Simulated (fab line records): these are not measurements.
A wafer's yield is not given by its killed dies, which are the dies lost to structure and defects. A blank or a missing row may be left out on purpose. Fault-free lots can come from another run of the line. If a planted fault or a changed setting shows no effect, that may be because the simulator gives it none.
Struck lot and sound lot, side by side | flow gf180mcu | 44 steps out of a route of 602
Sound: the wafers L113.2, L113.5, L113.6. Wafers struck: L121.1, L121.2, L121.6. The cause is named last.
At each step with rows: each side's tool, then ch and its chambers, then its first start. Under that, the readings that differ: sound wafers | struck wafers | difference of the means | sigmas: that difference in standard deviations of wafers without a fault.
alike: same words and numbers on both sides, and readings whose means sit less than 2 such deviations apart. not compared: any withheld reading, any reading some wafer has no value for, any bound like >300 that may hide the same value, and any number with overlapping values for which the record gives no deviation.
Wherever a step has rows on one side only, a row that says differs or no value, or a row with sigmas, the two part there. Numbers that don't overlap but have no deviation are shown without sigmas and don't part them. A reading missing from all wafers of one side parts the sides only when that side holds two or more wafers.

first, 4 steps without rows for these wafers: GF_V4_CLEAN_20 (cleans in DIW); GF_V4_SPUTTER_21 (material Ti, target thk 15 nm, time 80.02 s); GF_V4_SPUTTER_22 (material TiN, target thk 10 nm, time 40 s); GF_V4_CVD_23 (deposits W, target thk 350 nm, time 104.9 s).
GF_V4_RS_MEAS_24: the measuring method here is four-point-probe.
  sound on filmMetro-04 at day 27 12:05; struck on filmMetro-02 at day 29 21:34
  alike: V4_W_RS
GF_V4_THK_MEAS_25: measures by xrf.
  sound on filmMetro-04 at day 27 12:12; struck on filmMetro-02 at day 29 21:41
  alike: V4_W_THK
then, 3 steps without rows for these wafers: GF_V4_CMP_26 (polishes, stops on SiO2, t overpolish 15 s, target thk 0 nm); GF_MIM_SPUTTER_00 (material Ti, target thk 37.5 nm, time 150 s); GF_MIM_SPUTTER_01 (material TiN, target thk 30 nm, time 25 s).
GF_MIM_SPUTTER_02: material AlCu, target thk 450 nm, time 23.9 s.
  sound on pvdSputter-01 at day 27 12:41; struck on pvdSputter-02 at day 29 22:10
  alike: chamberPressurePa, throttleValvePct
then, 1 step without rows for these wafers: GF_MIM_SPUTTER_03 (material Ti, target thk 10 nm, time 6.7 s).
GF_MIM_SPUTTER_04: material TiN, target thk 50 nm, time 41.7 s.
  sound on pvdSputter-01 at day 27 12:44; struck on pvdSputter-02 at day 29 22:13
reading              | sound          | struck         | difference | sigmas
throttleValvePct (%) | 30.7 29.9 30.9 | 28.5 28.6 28.7 | -1.9       | -2
  alike: chamberPressurePa
GF_MIM_CVD_05: deposits Si3N4, target thk 42 nm, time 29.086 s.
  sound on pecvd-03 ch 0,2, day 27 12:46; struck on pecvd-02 ch 0,1, day 29 22:16
reading                              | sound             | struck            | difference | sigmas
rfFwdPowerW (W)                      | 445.6 445.5 440.3 | 372.7 369.3 371.9 | -72.5      | -35
model.Si3N4_of_MIM_CVD_05.thkNm (nm) | 40.94 41.52 41.4  | 38.93 38.74 39.84 | -2.12      | 
  alike: heaterPowerW
GF_MIM_THK_MEAS_06:
  sound on filmMetro-01 at day 27 12:49; struck on filmMetro-03 at day 29 22:18
reading             | sound          | struck         | difference | sigmas
MIM_CVD_05_THK (nm) | 40.9 41.5 41.4 | 38.9 38.8 39.8 | -2.1       | -4
then, 1 step without rows for these wafers: GF_MIM_SPUTTER_07 (material TiN, target thk 60 nm, time 50 s).
GF_MIM_SPUTTER_08: material AlCu, target thk 200 nm, time 10.6 s.
  sound on pvdSputter-02 at day 27 12:54; struck on pvdSputter-01 at day 29 22:24
  alike: chamberPressurePa, throttleValvePct
GF_MIM_SPUTTER_09: material TiN, target thk 35 nm, time 29.2 s.
  sound on pvdSputter-02 at day 27 12:56; struck on pvdSputter-01 at day 29 22:25
  alike: chamberPressurePa, throttleValvePct
GF_MIM_RS_MEAS_10: the measuring method here is four-point-probe.
  sound on filmMetro-03 at day 27 12:59; struck on filmMetro-04 at day 29 22:28
  alike: MIM_ALCU_RS
GF_MIM_THK_MEAS_11: measures by xrf.
  sound on filmMetro-03 at day 27 13:05; struck on filmMetro-04 at day 29 22:35
  alike: MIM_ALCU_THK
then, 8 steps without rows for these wafers: GF_MIM_DEHYDRATE_12 (time 60 s); GF_MIM_HMDS_13 (prime time 60 s); GF_MIM_COAT_14 (resist thk 1000 nm); GF_MIM_SOFTBAKE_15 (time 60 s); GF_MIM_EXPOSE_16 (exposes mask FuseTop, target cd 2000 nm); GF_MIM_PEB_17; GF_MIM_DEVELOP_18 (develop time 60 s); GF_MIM_METAL_ETCH_19 (etches the open film in Cl2/BCl3, stops on Si3N4, target depth 324.5 nm, time 54.1 s).
GF_MIM_STRIP_20: strips in O2/N2.
  sound on plasmaAsher-02 ch 0,1, day 28 08:28; struck on plasmaAsher-04 ch 0,1, day 30 17:03
  alike: drypumpMotorCurrentA, heaterPowerW, oesProductAu, stripTimeToEndpointS
  not compared: rfHoursCounterH
then, 9 steps without rows for these wafers: GF_MIM_STRIP_21 (strips in post etch residue remover, time 1200 s); GF_MIM_CLEAN_22 (cleans in DIW); GF_M5_DEHYDRATE_00 (time 60 s); GF_M5_HMDS_01 (prime time 60 s); GF_M5_COAT_02 (resist thk 1000 nm); GF_M5_SOFTBAKE_03 (time 60 s); GF_M5_EXPOSE_04 (exposes mask Metal5, target cd 280 nm); GF_M5_PEB_05 (peb time 90 s); GF_M5_DEVELOP_06 (develop time 60 s).
GF_M5_CD_MEAS_07: target cd 280 nm.
  sound on cdSem-01 at day 29 05:14; struck on cdSem-01 at day 31 11:19
  alike: cdNm
GF_M5_OVL_MEAS_08:
  sound on overlay-02 at day 29 05:20; struck on overlay-01 at day 31 11:26
  alike: M5_OVL
then, 3 steps without rows for these wafers: GF_M5_ETCH_09 (etches Si3N4 in CF4/O2, target depth 52 nm, time 11.6 s); GF_M5_METAL_ETCH_10 (etches the open film in Cl2/BCl3, stops on SiO2, target depth 627.5 nm, time 104.6 s); GF_M5_STRIP_11 (strips in O2/N2).
GF_M5_STRIP_12: strips in post etch residue remover, time 1200 s.
  sound on wetBench-04 ch 1, day 29 05:37; struck on wetBench-02 ch 3, day 31 11:43
reading                              | sound            | struck            | difference | sigmas
model.Si3N4_of_MIM_CVD_05.thkNm (nm) | 40.23 40.8 40.68 | 38.21 38.02 39.12 | -2.12      | 
-- the record jumps here: 2 days lie between the struck wafers' starts before and after (it left off in module M5 and takes up again in module PASSIVATION, whose first step shown is number 602 of the route) --
GF_PASSIVATION_PROBE_99:
  the record has rows for the struck wafers here (prober-02, day 33 20:11) and none for the sound ones

WHERE THEY PART
At GF_MIM_SPUTTER_04 first; at GF_PASSIVATION_PROBE_99 last (within this record only).

WHY: the cause the simulator had injected
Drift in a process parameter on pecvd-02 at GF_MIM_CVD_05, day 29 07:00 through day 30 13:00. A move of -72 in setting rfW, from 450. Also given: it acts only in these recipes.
